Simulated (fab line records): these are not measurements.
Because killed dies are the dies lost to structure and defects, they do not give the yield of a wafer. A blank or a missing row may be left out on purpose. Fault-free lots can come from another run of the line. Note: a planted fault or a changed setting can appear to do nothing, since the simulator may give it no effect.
fab line records -- flow sky130
[record] lots = 13, wafers = 39, lastDay = 50
route steps=708 shown PWDE@84 VT_ADJUST_NCORE@126 GATE_OXIDE@198 POLY_GATE@228
lots with no fault: from the same line, run without faults
startH: hours from the record's first day to the start of the lot's first wafer shown -- waitH: how many hours have passed since the lot's step before this one -- " identical to the entry in the row above -- L1.1+2: a row that stands for several wafers -- - no value, or no start was given -- * or withheld: withheld -- < > ~ a bound
route shown NAME@n: names a module that has steps shown in the file, with the first one's number in the route -- usual: mean/standard deviation of fault-free wafers -- same: alike in all rows -- chamber/n: place in a boat -- sites: the reading at each site -- _std_site: their standard deviation -- _edge_site: outer sites' mean less inner sites' -- radiusMm: how far each site lies from the wafer's centre -- mask NAME#n: copy n -- behind: the tool/chamber that last shaped the wafer -- hold: cause of the lot's hold/its duration in hours/its outcome -- device: the transistor (n, p or np) that didn't switch -- end of line: the same wafers' tests at the end of the route -- for a step that has no rows: nothing shown but its recipe -- killed: not the wafer's yield, but the dies lost to structure and defects at the first sort -- map: a wafer's dies, marking killed ones x, the rest . and places with no die _
set.NAME: the setting as run; set.NAME@STEP: as run at that earlier step -- model.NAME: the simulator's own value behind a step, which no gauge read
steps of the route over a sample of lots; a table a step, a row a wafer
services: a tool's chamber out of use, with start hour (startH, from the record's first day; less than 0 if before it), hours out, and reason
[[steps]]
[step SKY_NWELL_RS_MEAS_31]
[recipe] thkMeasGauge = four-point-probe
[usual] PWDE_RS = 5279/18
lot.wafer,tool,chamber,startH,waitH,PWDE_RS[ohm/sq]
L970.1,filmMetro-03,-,105.41,0.1,5260
L970.3,filmMetro-03,-,105.41,0.1,5230
L970.5,filmMetro-03,-,105.41,0.1,5264
L971.2,filmMetro-03,-,108.77,0.1,5254
L971.3,filmMetro-03,-,108.77,0.1,5261
L971.5,filmMetro-03,-,108.77,0.1,5266
L973.1,filmMetro-02,-,120.56,0.1,5229
L973.4,filmMetro-02,-,120.56,0.1,5239
L973.6,filmMetro-02,-,120.56,0.1,5264
L974.1,filmMetro-02,-,129.97,0.1,5265
L974.4,filmMetro-02,-,129.97,0.1,5265
L974.6,filmMetro-02,-,129.97,0.1,5250
L975.2,filmMetro-01,-,131.54,0.1,5279
L975.4,filmMetro-01,-,131.54,0.1,5270
L975.5,filmMetro-01,-,131.54,0.1,5280
L977.1,filmMetro-02,-,147.87,0.1,5266
L977.3,filmMetro-02,-,147.87,0.1,5274
L977.6,filmMetro-02,-,147.87,0.1,5292
L978.1,filmMetro-01,-,156.22,0.1,5306
L978.2,filmMetro-01,-,156.22,0.1,5298
L978.5,filmMetro-01,-,156.22,0.1,5304
L980.1,filmMetro-03,-,163.32,0.1,5265
L980.2,filmMetro-03,-,163.32,0.1,5264
L980.5,filmMetro-03,-,163.32,0.1,5271
L982.2,filmMetro-01,-,182.49,0.1,5282
L982.3,filmMetro-01,-,182.49,0.1,5278
L982.5,filmMetro-01,-,182.49,0.1,5284
L989.1,filmMetro-01,-,220.42,0.1,5265
L989.2,filmMetro-01,-,220.42,0.1,5288
L989.5,filmMetro-01,-,220.42,0.1,5294
L990.2,filmMetro-01,-,224.39,0.1,5290
L990.3,filmMetro-01,-,224.39,0.1,5282
L990.4,filmMetro-01,-,224.39,0.1,5305
L991.1,filmMetro-01,-,228.77,0.1,5267
L991.3,filmMetro-01,-,228.77,0.1,5261
L991.5,filmMetro-01,-,228.77,0.1,5267
L993.2,filmMetro-02,-,241.19,0.1,5276
L993.4,filmMetro-02,-,241.19,0.1,5288
L993.5,filmMetro-02,-,241.19,0.1,5284
[step SKY_VT_ADJUST_NCORE_CD_MEAS_07]
[recipe] targetCdNm = 380
[usual] cdNm = 380.0/2.1
lot.wafer,tool,chamber,startH,waitH,cdNm
L970.1,cdSem-02,-,182.38,0.1,381.4
L970.3,cdSem-02,-,182.38,0.1,381.6
L970.5,cdSem-02,-,182.38,0.1,382.3
L971.2,cdSem-01,-,184.35,0.1,383.6
L971.3,cdSem-01,-,184.35,0.1,381.4
L971.5,cdSem-01,-,184.35,0.1,380.2
L973.1,cdSem-01,-,201.73,0.1,381.4
L973.4,cdSem-01,-,201.73,0.1,377.8
L973.6,cdSem-01,-,201.73,0.1,380.7
L974.1,cdSem-01,-,207.18,0.1,381.6
L974.4,cdSem-01,-,207.18,0.1,378.2
L974.6,cdSem-01,-,207.18,0.1,380.0
L975.2,cdSem-01,-,219.05,0.1,379.2
L975.4,cdSem-01,-,219.05,0.1,381.1
L975.5,cdSem-01,-,219.05,0.1,379.5
L977.1,cdSem-01,-,228.28,0.1,379.0
L977.3,cdSem-01,-,228.28,0.1,375.7
L977.6,cdSem-01,-,228.28,0.1,378.1
L978.1,cdSem-02,-,242.83,0.1,376.8
L978.2,cdSem-02,-,242.83,0.1,376.8
L978.5,cdSem-02,-,242.83,0.1,375.8
L980.1,cdSem-02,-,248.23,0.1,379.8
L980.2,cdSem-02,-,248.23,0.1,381.1
L980.5,cdSem-02,-,248.23,0.1,377.8
L982.2,cdSem-02,-,267.70,0.1,378.0
L982.3,cdSem-02,-,267.70,0.1,380.1
L982.5,cdSem-02,-,267.70,0.1,382.1
L989.1,cdSem-01,-,312.73,0.1,384.2
L989.2,cdSem-01,-,312.73,0.1,382.0
L989.5,cdSem-01,-,312.73,0.1,382.8
L990.2,cdSem-01,-,317.60,0.1,383.8
L990.3,cdSem-01,-,317.60,0.1,382.3
L990.4,cdSem-01,-,317.60,0.1,382.7
L991.1,cdSem-01,-,324.33,0.1,383.0
L991.3,cdSem-01,-,324.33,0.1,380.8
L991.5,cdSem-01,-,324.33,0.1,382.5
L993.2,cdSem-02,-,337.25,0.1,376.8
L993.4,cdSem-02,-,337.25,0.1,375.9
L993.5,cdSem-02,-,337.25,0.1,376.0
[step SKY_GATE_OXIDE_IMPLANT_11]
[recipe] species = B, energyKev = 10, doseCm2 = 2.6e+12, tiltDeg = withheld
[usual] beamEnergyKeV = 10.000/0.0033, doseIonsCm2 = 2.6e+12/3.3e+09, endStationPressureTorr = 5.04e-06/2.5e-07, faradayCurrentUA = 14.71/0.29
lot.wafer,tool,chamber,startH,waitH,beamEnergyKeV,doseIonsCm2,endStationPressureTorr,faradayCurrentUA
L970.1,implanter-01,0,307.22,0.0,10.005,2.595e+12,4.9e-06,14.75
L970.3,implanter-01,0,307.22,0.0,10.001,2.6e+12,4.95e-06,14.91
L970.5,implanter-01,0,307.22,0.0,10.001,2.598e+12,5.19e-06,14.52
L971.2,implanter-04,0,308.14,0.0,10.005,2.597e+12,4.96e-06,14.63
L971.3,implanter-04,0,308.14,0.0,9.999,2.597e+12,5e-06,15.06
L971.5,implanter-04,0,308.14,0.0,10.001,2.597e+12,4.79e-06,14.22
L973.1,implanter-02,0,327.07,0.0,10.002,2.598e+12,5.26e-06,14.84
L973.4,implanter-02,0,327.07,0.0,9.995,2.602e+12,5.18e-06,15.42
L973.6,implanter-02,0,327.07,0.0,9.999,2.599e+12,5.45e-06,15.12
L974.1,implanter-02,0,336.52,0.0,9.999,2.596e+12,5.02e-06,15.08
L974.4,implanter-02,0,336.52,0.0,9.998,2.6e+12,5.13e-06,14.51
L974.6,implanter-02,0,336.52,0.0,9.997,2.597e+12,5.02e-06,14.82
L975.2,implanter-04,0,347.73,0.0,10.004,2.596e+12,4.99e-06,14.74
L975.4,implanter-04,0,347.73,0.0,10.003,2.595e+12,5.2e-06,14.61
L975.5,implanter-04,0,347.73,0.0,10.003,2.591e+12,5.26e-06,14.80
L977.1,implanter-01,0,359.75,0.0,10.003,2.599e+12,4.69e-06,14.69
L977.3,implanter-01,0,359.75,0.0,10.003,2.601e+12,5.01e-06,14.60
L977.6,implanter-01,0,359.75,0.0,10.002,2.6e+12,5.15e-06,14.85
L978.1,implanter-02,0,379.80,0.0,10.004,2.595e+12,4.83e-06,14.46
L978.2,implanter-02,0,379.80,0.0,9.999,2.6e+12,4.95e-06,14.68
L978.5,implanter-02,0,379.80,0.0,10.003,2.597e+12,5.48e-06,14.75
L980.1,implanter-04,0,384.96,0.0,10.001,2.6e+12,5.25e-06,14.61
L980.2,implanter-04,0,384.96,0.0,9.999,2.6e+12,5.34e-06,14.44
L980.5,implanter-04,0,384.96,0.0,9.998,2.599e+12,5.24e-06,15.16
L982.2,implanter-01,0,406.48,0.0,9.996,2.602e+12,4.92e-06,14.58
L982.3,implanter-01,0,406.48,0.0,9.994,2.598e+12,5.2e-06,14.83
L982.5,implanter-01,0,406.48,0.0,9.998,2.597e+12,4.87e-06,14.91
L989.1,implanter-02,0,465.51,0.0,10.001,1.563e+12,4.86e-06,8.94
L989.2,implanter-02,0,465.51,0.0,9.995,1.567e+12,4.73e-06,8.66
L989.5,implanter-02,0,465.51,0.0,9.994,1.568e+12,4.56e-06,9.11
L990.2,implanter-02,0,469.19,0.0,10.000,1.562e+12,5.26e-06,9.12
L990.3,implanter-02,0,469.19,0.0,9.994,1.568e+12,5.16e-06,8.68
L990.4,implanter-02,0,469.19,0.0,9.999,1.564e+12,5.1e-06,8.70
L991.1,implanter-04,0,479.45,0.0,10.006,2.598e+12,5.24e-06,14.35
L991.3,implanter-04,0,479.45,0.0,9.998,2.604e+12,5.51e-06,14.60
L991.5,implanter-04,0,479.45,0.0,10.003,2.602e+12,4.89e-06,14.74
L993.2,implanter-01,0,498.44,0.0,9.997,2.601e+12,4.77e-06,14.49
L993.4,implanter-01,0,498.44,0.0,10.002,2.602e+12,5.49e-06,14.62
L993.5,implanter-01,0,498.44,0.0,9.999,2.597e+12,5.35e-06,14.66
[step SKY_GATE_OXIDE_TW_MEAS_14]
[usual] GATE_OXIDE_TW = 226.0/1.7
lot.wafer,tool,chamber,startH,waitH,GATE_OXIDE_TW
L970.1,filmMetro-03,-,307.57,0.1,223.7
L970.3,filmMetro-03,-,307.57,0.1,224.7
L970.5,filmMetro-03,-,307.57,0.1,224.5
L971.2,filmMetro-02,-,308.48,0.1,225.7
L971.3,filmMetro-02,-,308.48,0.1,227.9
L971.5,filmMetro-02,-,308.48,0.1,226.6
L973.1,filmMetro-01,-,327.47,0.1,227.4
L973.4,filmMetro-01,-,327.47,0.1,228.1
L973.6,filmMetro-01,-,327.47,0.1,227.5
L974.1,filmMetro-01,-,336.87,0.1,226.1
L974.4,filmMetro-01,-,336.87,0.1,226.4
L974.6,filmMetro-01,-,336.87,0.1,226.5
L975.2,filmMetro-03,-,348.06,0.1,224.2
L975.4,filmMetro-03,-,348.06,0.1,224.9
L975.5,filmMetro-03,-,348.06,0.1,223.4
L977.1,filmMetro-02,-,360.11,0.1,226.0
L977.3,filmMetro-02,-,360.11,0.1,227.0
L977.6,filmMetro-02,-,360.11,0.1,225.9
L978.1,filmMetro-03,-,380.15,0.1,226.8
L978.2,filmMetro-03,-,380.15,0.1,225.3
L978.5,filmMetro-03,-,380.15,0.1,226.3
L980.1,filmMetro-02,-,385.42,0.1,229.4
L980.2,filmMetro-02,-,385.42,0.1,229.4
L980.5,filmMetro-02,-,385.42,0.1,227.9
L982.2,filmMetro-03,-,406.82,0.1,225.1
L982.3,filmMetro-03,-,406.82,0.1,224.7
L982.5,filmMetro-03,-,406.82,0.1,225.0
L989.1,filmMetro-01,-,465.87,0.1,195.9
L989.2,filmMetro-01,-,465.87,0.1,198.6
L989.5,filmMetro-01,-,465.87,0.1,197.7
L990.2,filmMetro-03,-,469.53,0.1,194.3
L990.3,filmMetro-03,-,469.53,0.1,194.5
L990.4,filmMetro-03,-,469.53,0.1,194.1
L991.1,filmMetro-03,-,479.81,0.1,224.5
L991.3,filmMetro-03,-,479.81,0.1,223.2
L991.5,filmMetro-03,-,479.81,0.1,224.2
L993.2,filmMetro-02,-,498.78,0.1,227.8
L993.4,filmMetro-02,-,498.78,0.1,228.7
L993.5,filmMetro-02,-,498.78,0.1,227.0
[step SKY_POLY_GATE_OVL_MEAS_14]
[usual] POLY_GATE_OVL = -1/5.7
lot.wafer,tool,chamber,startH,waitH,POLY_GATE_OVL[nm]
L970.1,overlay-02,-,369.05,0.1,-4
L970.3,overlay-02,-,369.05,0.1,-4
L970.5,overlay-02,-,369.05,0.1,5
L971.2,overlay-02,-,370.00,0.1,12
L971.3,overlay-02,-,370.00,0.1,1
L971.5,overlay-02,-,370.00,0.1,4
L973.1,overlay-02,-,388.85,0.1,-1
L973.4,overlay-02,-,388.85,0.1,-8
L973.6,overlay-02,-,388.85,0.1,-7
L974.1,overlay-02,-,402.39,0.1,-10
L974.4,overlay-02,-,402.39,0.1,-4
L974.6,overlay-02,-,402.39,0.1,-3
L975.2,overlay-01,-,409.90,0.1,-4
L975.4,overlay-01,-,409.90,0.1,-3
L975.5,overlay-01,-,409.90,0.1,-4
L977.1,overlay-01,-,422.95,0.1,-9
L977.3,overlay-01,-,422.95,0.1,-1
L977.6,overlay-01,-,422.95,0.1,-9
L978.1,overlay-01,-,454.38,0.1,2
L978.2,overlay-01,-,454.38,0.1,0
L978.5,overlay-01,-,454.38,0.1,1
L980.1,overlay-01,-,454.70,0.1,-7
L980.2,overlay-01,-,454.70,0.1,3
L980.5,overlay-01,-,454.70,0.1,-2
L982.2,overlay-02,-,472.69,0.1,-6
L982.3,overlay-02,-,472.69,0.1,9
L982.5,overlay-02,-,472.69,0.1,15
L989.1,overlay-02,-,532.69,0.1,2
L989.2,overlay-02,-,532.69,0.1,-8
L989.5,overlay-02,-,532.69,0.1,-9
L990.2,overlay-02,-,535.59,0.1,0
L990.3,overlay-02,-,535.59,0.1,-1
L990.4,overlay-02,-,535.59,0.1,-2
L991.1,overlay-01,-,546.28,0.1,3
L991.3,overlay-01,-,546.28,0.1,4
L991.5,overlay-01,-,546.28,0.1,0
L993.2,overlay-01,-,564.00,0.1,4
L993.4,overlay-01,-,564.00,0.1,8
L993.5,overlay-01,-,564.00,0.1,2
[[services]]
tool,chamber,startH,hours,kind
implanter-02,-,301.85,6.8,pm
implanter-04,-,322.97,2.2,repair
implanter-04,-,331.06,3.2,repair
implanter-02,-,342.85,1.2,repair
implanter-04,-,354.19,0.6,repair
implanter-01,-,391.78,1.7,repair
implanter-04,-,411.85,1.8,repair
implanter-01,-,429.01,3.3,repair
implanter-04,-,438.89,1.1,repair
implanter-01,-,438.90,3.2,repair
implanter-01,-,449.73,4.5,pm
[[key]]
[firstSign] step = SKY_GATE_OXIDE_IMPLANT_11, reading = doseIonsCm2, direction = down, sigmas = 99+, usual = *, struck = *
[effect] step = SKY_GATE_OXIDE_IMPLANT_11, reading = faradayCurrentUA, direction = down, sigmas = 20, usual = 14.71, struck = 8.87
[effect] step = SKY_GATE_OXIDE_TW_MEAS_14, reading = GATE_OXIDE_TW, direction = down, sigmas = 18, usual = 226.0, struck = 195.9
metAt SKY_GATE_OXIDE_IMPLANT_11
struckLots L989,L990
testerLeftOut L989,L990
notActingAt SKY_NWELL_RS_MEAS_31,SKY_VT_ADJUST_NCORE_CD_MEAS_07,SKY_POLY_GATE_OVL_MEAS_14
onsetBetween 379.80 465.51
[fault] kind = processParameterDrift, tool = implanter-02, chamber = -, onsetH = 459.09, steps = SKY_GATE_OXIDE_IMPLANT_11, channel = doseCm2, offset = *, shape = step, endH = 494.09, actsIn = *, stated = *
// testerLeftOut: of these lots the tester's yield and bins aren't shown, on N5 and GAA mostly nor the transistor test; their killed dies are dies lost to structure and defects alone, not to doping, threshold or leakage, so they don't give the yield
